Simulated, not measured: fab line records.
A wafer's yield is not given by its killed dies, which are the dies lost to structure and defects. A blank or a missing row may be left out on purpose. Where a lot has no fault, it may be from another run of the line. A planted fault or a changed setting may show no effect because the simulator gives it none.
Struck lot and sound lot, side by side -- flow gf180mcu -- 18 out of 602 route steps
Sound: wafers L612.3, L612.4, L612.5. The struck wafers were L609.4, L609.5, L609.6. The cause is named last.
Order at every step that has rows: each side's tool, ch and its chambers, its first start. Under that, the readings that differ: sound wafers -- struck wafers -- difference of the means -- sigmas: that difference in standard deviations of wafers without a fault.
alike: a reading whose means differ by less than 2 such deviations, as well as words and numbers matching on both sides. not compared: withheld readings; readings where some wafer has no value; bounds like >300 that might hide an equal value; numbers whose values overlap and for which the record gives no deviation.
A row with sigmas, a row that says differs or no value, or rows on one side alone: a step with any of these is where the two part. Non-overlapping numbers with no deviation appear without sigmas and do not part them. A reading missing from all wafers of one side parts the sides only when that side holds two or more wafers.

GF_V2_ETCH_17: etches SiO2 in C4F8/O2/Ar, stops on TiN, target depth 630 nm.
  sound on rie-diel-01 ch 0,1,2; struck on rie-diel-01 ch 0,1
  alike: oes-product-au
GF_V2_STRIP_18: strips in O2/N2.
  sound on plasma-asher-03 ch 0,1, day 26 22:26; struck on plasma-asher-02 ch 0,1, day 26 01:20
  alike: drypump-motor-current-A, heater-power-w, o2-flow-sccm, oes-product-au
  not compared: rf-hours-counter-h
then, 5 steps without rows for these wafers: GF_V2_STRIP_19 (strips in post etch residue remover, time 1200 s); GF_V2_CLEAN_20 (cleans in DIW); GF_V2_SPUTTER_21 (material Ti, target thk 15 nm, time 80.02 s); GF_V2_SPUTTER_22 (material TiN, target thk 10 nm, time 40 s); GF_V2_CVD_23 (deposits W, target thk 350 nm, time 104.94 s).
GF_V2_RS_MEAS_24: measurement is done with a four-point probe.
  sound on film-metro-04 at day 26 23:13; struck on film-metro-01 at day 26 02:08
  alike: V2_W_RS
GF_V2_THK_MEAS_25: measures by xrf.
  sound on film-metro-04 at day 26 23:19; struck on film-metro-01 at day 26 02:13
  alike: V2_W_THK
GF_V2_CMP_26: polishes, stops on SiO2, t overpolish 15 s, target thk 0 nm.
  sound on cmp-02 ch 0,1,2, day 26 23:34; struck on cmp-01 ch 0,1,3, day 26 02:21
reading,sound,struck,difference,sigmas
time-to-endpoint-s (s),79 75 79,91 98 85,+14,+2
  alike: motor-current-A, overpolish-run-s
GF_M3_SPUTTER_00: material Ti, target thk 37.5 nm, time 150 s.
  sound on pvd-sputter-02 at day 26 23:49; struck on pvd-sputter-02 at day 26 02:33
  alike: cathode-dc-power-W, chamber-pressure-pa, throttle-valve-pct
then, 1 step without rows for these wafers: GF_M3_SPUTTER_01 (material TiN, target thk 30 nm, time 25 s).
GF_M3_SPUTTER_02: material AlCu, target thk 450 nm, time 23.9 s.
  sound on pvd-sputter-02 at day 26 23:57; struck on pvd-sputter-02 at day 26 02:41
  no value came back on the struck wafers for cathode-dc-power-W (W), chamber-pressure-pa (Pa), throttle-valve-pct (%); on the sound wafers cathode-dc-power-W (W) reads 10600 10597 10599
GF_M3_SPUTTER_03: material Ti, target thk 10 nm, time 6.7 s.
  sound on pvd-sputter-02 at day 26 23:59; struck on pvd-sputter-02 at day 26 02:43
  alike: cathode-dc-power-W, chamber-pressure-pa, throttle-valve-pct
then, 1 step without rows for these wafers: GF_M3_SPUTTER_04 (material TiN, target thk 50 nm, time 41.7 s).
GF_M3_RS_MEAS_05: measurement is done with a four-point probe.
  sound on film-metro-01 at day 27 00:05; struck on film-metro-01 at day 26 02:50
reading,sound,struck,difference,sigmas
M3_ALCU_RS (ohm/sq),0.0688 0.0692 0.0682,7.1793 7.1881 7.1986,+7.1199,+99 or more
GF_M3_THK_MEAS_06: measures by xrf.
  sound on film-metro-01 at day 27 00:11; struck on film-metro-01 at day 26 02:55
reading,sound,struck,difference,sigmas
M3_ALCU_THK (nm),450 449 456,<0 <0 <0,differs,
then, 1 step without rows for these wafers: GF_M3_DEHYDRATE_07 (time 60 s).

## WHERE THEY PART
Last at GF_M3_THK_MEAS_06 as far as this record goes, first at GF_V2_CMP_26.

WHY: whatever the simulator had introduced
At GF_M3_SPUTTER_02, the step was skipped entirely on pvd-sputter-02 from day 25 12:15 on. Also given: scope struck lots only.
